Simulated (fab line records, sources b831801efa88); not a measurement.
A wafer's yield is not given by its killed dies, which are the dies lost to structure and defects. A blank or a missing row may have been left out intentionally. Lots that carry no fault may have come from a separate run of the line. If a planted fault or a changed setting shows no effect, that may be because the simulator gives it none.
fab line records ; flow sky130
record lots=6; wafers=18; lastDay=49
route steps=708 shown FIELD_ISO@1 PAD_OPEN@708
lots with no fault: from the same line, run without faults
startH: hours from the record's opening day to when the first of the lot's shown wafers began ; waitH: time in hours since the lot's previous step ; " repeats the value in the row above ; L1.1+2: several wafers, shown together as one row ; - no value, or no start given ; * or withheld: withheld ; < > ~ a bound
route shown NAME@n: names a module that has steps shown in the file, with the first one's number in the route ; usual: mean/standard deviation of fault-free wafers ; same: alike in all rows ; chamber/n: place in a boat ; sites: per-site readings ; _std_site: the standard deviation of these ; _edge_site: the outer-site mean with the inner-site mean subtracted ; radiusMm: for every site, how far away it sits from the centre of the wafer ; mask NAME#n: copy n ; behind: the last tool/chamber to shape the wafer ; hold: why the lot was held/for how many hours/how that ended ; device: names the non-switching transistor (n, p or np) ; end of line: at the end of the route, the tests of the same wafers ; where a step has no rows: the recipe by itself ; killed: dies lost to structure and defects at the first sort, not the wafer's yield ; map: dies across one wafer; x = killed, . = not, _ = none there
set.NAME: the run value of the setting; set.NAME@STEP: its run value at that earlier step ; model.NAME: the simulator's own value behind a step, which no gauge read
a table for each step, a row for each wafer; lots at some steps of the route
## steps
# step SKY_FIELD_ISO_BOW_MEAS_00
# recipe mode=bow
# usual INCOMING_BOW=-1/6.3
lot.wafer;tool;chamber;startH;waitH;INCOMING_BOW[um]
L858.1;filmMetro-01;-;15.00;-;3
L858.4;filmMetro-01;-;15.00;-;-4
L858.5;filmMetro-01;-;15.00;-;-1
L859.2;filmMetro-04;-;20.02;-;-6
L859.4;filmMetro-04;-;20.02;-;0
L859.5;filmMetro-04;-;20.02;-;-3
L868.2;filmMetro-03;-;65.02;-;-1
L868.5;filmMetro-03;-;65.02;-;-13
L868.6;filmMetro-03;-;65.02;-;12
L869.1;filmMetro-03;-;70.00;-;4
L869.2;filmMetro-03;-;70.00;-;-2
L869.3;filmMetro-03;-;70.00;-;9
L876.3;filmMetro-03;-;105.04;-;-1
L876.5;filmMetro-03;-;105.04;-;1
L876.6;filmMetro-03;-;105.04;-;6
L877.3;filmMetro-01;-;110.04;-;-1
L877.5;filmMetro-01;-;110.04;-;-4
L877.6;filmMetro-01;-;110.04;-;11
# step SKY_FIELD_ISO_OXIDATION_01
# recipe tempC=900; ambient=O2; stabiliseS=600; purgeS=300; targetThkA=120; oxTimeS=1843
# step SKY_FIELD_ISO_THK_MEAS_02
# recipe reads=SiO2_of_FIELD_ISO_OXIDATION_01
# usual FIELD_ISO_OXIDATION_00_THK=11.92/0.22
lot.wafer;tool;chamber;startH;waitH;FIELD_ISO_OXIDATION_00_THK[nm]
L858.1;filmMetro-04;-;18.37;0.0;11.87
L858.4;filmMetro-04;-;18.37;0.0;11.90
L858.5;filmMetro-04;-;18.37;0.0;11.75
L859.2;filmMetro-04;-;22.74;0.0;12.12
L859.4;filmMetro-04;-;22.74;0.0;11.89
L859.5;filmMetro-04;-;22.74;0.0;11.93
L868.2;filmMetro-01;-;67.30;0.0;11.98
L868.5;filmMetro-01;-;67.30;0.0;11.95
L868.6;filmMetro-01;-;67.30;0.0;11.98
L869.1;filmMetro-01;-;73.20;0.0;11.53
L869.2;filmMetro-01;-;73.20;0.0;11.60
L869.3;filmMetro-01;-;73.20;0.0;11.75
L876.3;filmMetro-01;-;108.61;0.0;11.93
L876.5;filmMetro-01;-;108.61;0.0;11.70
L876.6;filmMetro-01;-;108.61;0.0;11.56
L877.3;filmMetro-03;-;112.79;0.0;11.84
L877.5;filmMetro-03;-;112.79;0.0;12.15
L877.6;filmMetro-03;-;112.79;0.0;12.11
# step SKY_FIELD_ISO_CVD_03
# recipe material=Si3N4; precursor=DCS/NH3; targetThkNm=165; tempC=770; timeS=2830; pressureMtorr=250
# step SKY_FIELD_ISO_THK_MEAS_04
# recipe reads=Si3N4_of_FIELD_ISO_CVD_03
# usual FIELD_ISO_CVD_03_THK=165.0/1.2
lot.wafer;tool;chamber;startH;waitH;FIELD_ISO_CVD_03_THK[nm]
L858.1;filmMetro-01;-;20.22;0.0;165.0
L858.4;filmMetro-01;-;20.22;0.0;163.3
L858.5;filmMetro-01;-;20.22;0.0;165.1
L859.2;filmMetro-04;-;24.59;0.0;164.8
L859.4;filmMetro-04;-;24.59;0.0;164.5
L859.5;filmMetro-04;-;24.59;0.0;165.5
L868.2;filmMetro-03;-;72.83;0.0;165.3
L868.5;filmMetro-03;-;72.83;0.0;164.7
L868.6;filmMetro-03;-;72.83;0.0;165.1
L869.1;filmMetro-01;-;78.88;0.0;166.3
L869.2;filmMetro-01;-;78.88;0.0;166.0
L869.3;filmMetro-01;-;78.88;0.0;165.3
L876.3;filmMetro-01;-;110.46;0.0;164.1
L876.5;filmMetro-01;-;110.46;0.0;165.0
L876.6;filmMetro-01;-;110.46;0.0;164.6
L877.3;filmMetro-03;-;114.64;0.0;164.9
L877.5;filmMetro-03;-;114.64;0.0;164.8
L877.6;filmMetro-03;-;114.64;0.0;166.2
# step SKY_FIELD_ISO_DEHYDRATE_05
# recipe tempC=200; timeS=60
# step SKY_FIELD_ISO_HMDS_06
# recipe primeTimeS=60; primeTempC=120
# step SKY_FIELD_ISO_COAT_07
# recipe resist=BARC; tempC=withheld; timeS=withheld; spinRpm=3000; resistThkNm=60
# step SKY_FIELD_ISO_COAT_08
# recipe resist=KrF-thick; spinRpm=3000; resistThkNm=450
# step SKY_FIELD_ISO_SOFTBAKE_09
# recipe tempC=100; timeS=90; resist=KrF-thick
# step SKY_FIELD_ISO_EXPOSE_10
# recipe maskId=FOM; na=0.68; sourceShape=annular; sigmaInner=0.4; sigmaOuter=0.8; targetCdNm=150; doseMj=28
# step SKY_FIELD_ISO_PEB_11
# recipe pebTempC=withheld; pebTimeS=withheld; resist=KrF-thick
# step SKY_FIELD_ISO_DEVELOP_12
# recipe developTimeS=60; resist=KrF-thick; devTempC=21
# usual developerTempC=21.02/0.11
lot.wafer;tool;chamber;startH;waitH;developerTempC
L858.1;lithoTrack-01;0;34;-;20.92
L858.4;lithoTrack-01;0;34;-;20.79
L858.5;lithoTrack-01;0;34;-;21.04
L859.2;lithoTrack-04;0;39;-;21.03
L859.4;lithoTrack-04;0;39;-;20.97
L859.5;lithoTrack-04;0;39;-;21.00
L868.2;lithoTrack-01;0;89;-;20.09
L868.5;lithoTrack-01;0;89;-;20.17
L868.6;lithoTrack-01;0;89;-;20.04
L869.1;lithoTrack-01;0;95;-;20.19
L869.2;lithoTrack-01;0;95;-;20.14
L869.3;lithoTrack-01;0;95;-;20.15
L876.3;lithoTrack-04;0;128;-;20.86
L876.5;lithoTrack-04;0;128;-;20.95
L876.6;lithoTrack-04;0;128;-;21.00
L877.3;lithoTrack-02;0;131;-;21.20
L877.5;lithoTrack-02;0;131;-;21.13
L877.6;lithoTrack-02;0;131;-;21.02
# step SKY_FIELD_ISO_CD_MEAS_13
# recipe targetCdNm=150
# usual cdNm=149.8/1.5
lot.wafer;tool;chamber;startH;waitH;cdNm
L858.1;cdSem-02;-;34.84;-;147.8
L858.4;cdSem-02;-;34.84;-;148.5
L858.5;cdSem-02;-;34.84;-;148.6
L859.2;cdSem-02;-;39.89;-;148.4
L859.4;cdSem-02;-;39.89;-;148.2
L859.5;cdSem-02;-;39.89;-;151.2
L868.2;cdSem-01;-;89.31;-;148.9
L868.5;cdSem-01;-;89.31;-;149.3
L868.6;cdSem-01;-;89.31;-;150.0
L869.1;cdSem-02;-;95.84;-;150.4
L869.2;cdSem-02;-;95.84;-;150.3
L869.3;cdSem-02;-;95.84;-;149.2
L876.3;cdSem-02;-;128.46;-;150.6
L876.5;cdSem-02;-;128.46;-;149.9
L876.6;cdSem-02;-;128.46;-;149.7
L877.3;cdSem-02;-;132.06;-;152.0
L877.5;cdSem-02;-;132.06;-;151.4
L877.6;cdSem-02;-;132.06;-;152.2
# step SKY_PAD_OPEN_PROBE_99
# usual killed_at_M0_to_M3=45/7.1; killed_at_M4_up=3.0/1.8; killedAtContacts=24/5.4; killedAtFrontEnd=16/4.9; killedAtOther=0.3/0.63; killedDies=88/11; killedOnRim=17/3.4; killedOpen=47/7.4; killedShort=40/7
# same grossDies=492; killedAtBackSide=0
lot.wafer;tool;chamber;startH;waitH;killed_at_M0_to_M3;killed_at_M4_up;killedAtContacts;killedAtFrontEnd;killedAtOther;killedDies;killedOnRim;killedOpen;killedShort
L858.1;prober-02;-;1079.37;0.1;38;5;29;20;2;94;15;44;49
L858.4;prober-02;-;1079.52;0.2;55;9;32;21;1;118;24;57;59
L858.5;prober-02;-;1079.57;0.2;51;9;19;15;2;96;18;43;49
L859.2;prober-01;-;1089.73;0.1;55;2;33;12;0;102;13;54;48
L859.4;prober-01;-;1089.83;0.2;43;3;24;11;0;81;14;47;33
L859.5;prober-01;-;1089.88;0.2;49;1;28;11;0;89;11;40;48
L868.2;prober-02;-;1141.89;0.1;36;2;14;19;0;71;9;29;42
L868.5;prober-02;-;1142.04;0.2;51;2;26;15;0;94;14;51;43
L868.6;prober-02;-;1142.09;0.2;47;1;18;22;2;90;18;46;44
L869.1;prober-01;-;1150.35;0.1;47;2;22;23;1;95;18;46;49
L869.2;prober-01;-;1150.40;0.1;41;4;23;16;0;84;14;50;34
L869.3;prober-01;-;1150.45;0.2;46;5;23;17;0;91;20;46;44
L876.3;prober-02;-;1182.30;0.2;52;2;27;18;0;99;19;45;53
L876.5;prober-02;-;1182.40;0.2;42;4;26;12;0;84;12;39;45
L876.6;prober-02;-;1182.45;0.2;40;4;24;26;0;94;19;58;36
L877.3;prober-01;-;1184.79;0.2;48;3;31;8;0;90;22;46;44
L877.5;prober-01;-;1184.89;0.2;37;2;20;11;1;71;16;37;34
L877.6;prober-01;-;1184.94;0.2;49;2;25;10;1;87;18;46;41
# killed by level:class
L858.1 CONTACT:geometricParticle:open=9 FIELD_ISO:geometricParticle:short=7 VIA2:geometricParticle:open=7 LI_CONTACT:geometricParticle:open=6 LI_CONTACT:geometricParticle:short=5 VIA1:geometricParticle:open=5 METAL4:geometricParticle:short=5 VIA3:geometricParticle:short=5
L858.4 VIA1:geometricParticle:open=23 CONTACT:geometricParticle:open=12 FIELD_ISO:geometricParticle:short=9 CONTACT:geometricParticle:short=9 METAL4:geometricParticle:short=7 METAL1:geometricParticle:short=6 VIA1:geometricParticle:short=5 VIA3:geometricParticle:open=5
L858.5 VIA1:geometricParticle:short=9 CONTACT:geometricParticle:open=8 METAL1:geometricParticle:short=8 VIA1:geometricParticle:open=8 METAL4:geometricParticle:short=6 VIA3:geometricParticle:open=6 FIELD_ISO:geometricParticle:open=5 VIA2:geometricParticle:open=5
L859.2 CONTACT:geometricParticle:open=12 VIA1:geometricParticle:open=12 VIA2:geometricParticle:open=10 METAL1:geometricParticle:short=7 CONTACT:geometricParticle:short=6 VIA3:geometricParticle:open=6 LI_CONTACT:geometricParticle:open=5 LOCAL_INTERCONNECT:geometricParticle:short=5
L859.4 VIA1:geometricParticle:open=16 CONTACT:geometricParticle:open=9 LI_CONTACT:geometricParticle:open=5 VIA1:geometricParticle:short=5 METAL2:geometricParticle:short=5 VIA3:geometricParticle:open=5 POLY_GATE:geometricParticle:open=3 LOCAL_INTERCONNECT:geometricParticle:short=3
L859.5 VIA2:geometricParticle:open=9 METAL2:geometricParticle:short=9 VIA3:geometricParticle:open=8 LOCAL_INTERCONNECT:geometricParticle:short=7 CONTACT:geometricParticle:open=7 CONTACT:geometricParticle:short=7 VIA1:geometricParticle:open=6 METAL1:geometricParticle:short=5
L868.2 FIELD_ISO:geometricParticle:short=8 METAL2:geometricParticle:short=6 VIA2:geometricParticle:short=6 VIA1:geometricParticle:open=5 VIA3:geometricParticle:open=4 FIELD_ISO:geometricParticle:open=4 LI_CONTACT:geometricParticle:open=4 CONTACT:geometricParticle:open=4
L868.5 CONTACT:geometricParticle:open=13 VIA1:geometricParticle:open=10 METAL1:geometricParticle:short=8 VIA3:geometricParticle:open=7 FIELD_ISO:geometricParticle:open=6 LI_CONTACT:geometricParticle:open=5 VIA1:geometricParticle:short=5 METAL2:geometricParticle:short=5
L868.6 CONTACT:geometricParticle:open=11 VIA1:geometricParticle:open=8 METAL1:geometricParticle:short=7 METAL2:geometricParticle:short=7 VIA3:geometricParticle:open=7 POLY_GATE:geometricParticle:short=6 SPACER:geometricParticle:open=5 VIA2:geometricParticle:short=5
L869.1 METAL1:geometricParticle:short=10 POLY_GATE:geometricParticle:open=9 CONTACT:geometricParticle:open=7 CONTACT:geometricParticle:short=7 LI_CONTACT:geometricParticle:open=6 VIA2:geometricParticle:open=6 VIA1:geometricParticle:short=6 VIA1:geometricParticle:open=6
L869.2 VIA2:geometricParticle:open=10 CONTACT:geometricParticle:open=9 VIA1:geometricParticle:short=8 FIELD_ISO:geometricParticle:open=7 LI_CONTACT:geometricParticle:open=7 VIA1:geometricParticle:open=6 VIA2:geometricParticle:short=4 METAL1:geometricParticle:short=4
L869.3 VIA1:geometricParticle:open=11 CONTACT:geometricParticle:open=8 VIA2:geometricParticle:open=8 LI_CONTACT:geometricParticle:open=7 METAL1:geometricParticle:short=7 FIELD_ISO:geometricParticle:short=5 POLY_GATE:geometricParticle:short=5 METAL4:geometricParticle:short=5
L876.3 VIA1:geometricParticle:open=10 METAL1:geometricParticle:short=9 CONTACT:geometricParticle:short=8 VIA3:geometricParticle:open=6 CONTACT:geometricParticle:open=6 VIA1:geometricParticle:short=6 LI_CONTACT:geometricParticle:open=5 VIA3:geometricParticle:short=5
L876.5 VIA1:geometricParticle:open=12 CONTACT:geometricParticle:open=7 VIA2:geometricParticle:open=7 CONTACT:geometricParticle:short=6 METAL1:geometricParticle:short=6 VIA1:geometricParticle:short=6 FIELD_ISO:geometricParticle:short=5 LI_CONTACT:geometricParticle:open=5
L876.6 LI_CONTACT:geometricParticle:open=8 CONTACT:geometricParticle:open=8 VIA1:geometricParticle:open=8 POLY_GATE:geometricParticle:open=7 METAL2:geometricParticle:open=6 METAL2:geometricParticle:short=6 FIELD_ISO:geometricParticle:open=5 VIA1:geometricParticle:short=5
L877.3 CONTACT:geometricParticle:open=13 VIA2:geometricParticle:open=8 METAL2:geometricParticle:short=7 LI_CONTACT:geometricParticle:short=6 METAL1:geometricParticle:short=6 VIA3:geometricParticle:open=6 LI_CONTACT:geometricParticle:open=5 VIA1:geometricParticle:open=5
L877.5 VIA2:geometricParticle:open=9 CONTACT:geometricParticle:open=7 VIA3:geometricParticle:open=7 CONTACT:geometricParticle:short=6 LI_CONTACT:geometricParticle:open=5 POLY_GATE:geometricParticle:short=4 METAL3:geometricParticle:short=4 METAL1:geometricParticle:short=4
L877.6 VIA2:geometricParticle:open=10 VIA3:geometricParticle:open=10 CONTACT:geometricParticle:open=8 METAL1:geometricParticle:short=7 LI_CONTACT:geometricParticle:open=6 LOCAL_INTERCONNECT:geometricParticle:short=6 METAL2:geometricParticle:short=6 VIA1:geometricParticle:open=5
## key
firstSign step=SKY_FIELD_ISO_DEVELOP_12; reading=developerTempC; direction=down; sigmas=8.2; usual=*; struck=*
effect none on later readings
metAt SKY_FIELD_ISO_DEVELOP_12
struckWafers L868.2,L868.5,L868.6,L869.1,L869.2,L869.3
testerLeftOut L868,L869
onsetBetween 34 89
fault kind=processParameterDrift; tool=lithoTrack-01; chamber=-; onsetH=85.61; steps=SKY_FIELD_ISO_DEVELOP_12; channel=devTempC; offset=*; shape=step; endH=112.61; actsIn=*; stated=*
# testerLeftOut: of these lots the tester's yield and bins aren't shown, on N5 and GAA mostly nor the transistor test; their killed dies are dies lost to structure and defects alone, not to doping, threshold or leakage, so they don't give the yield
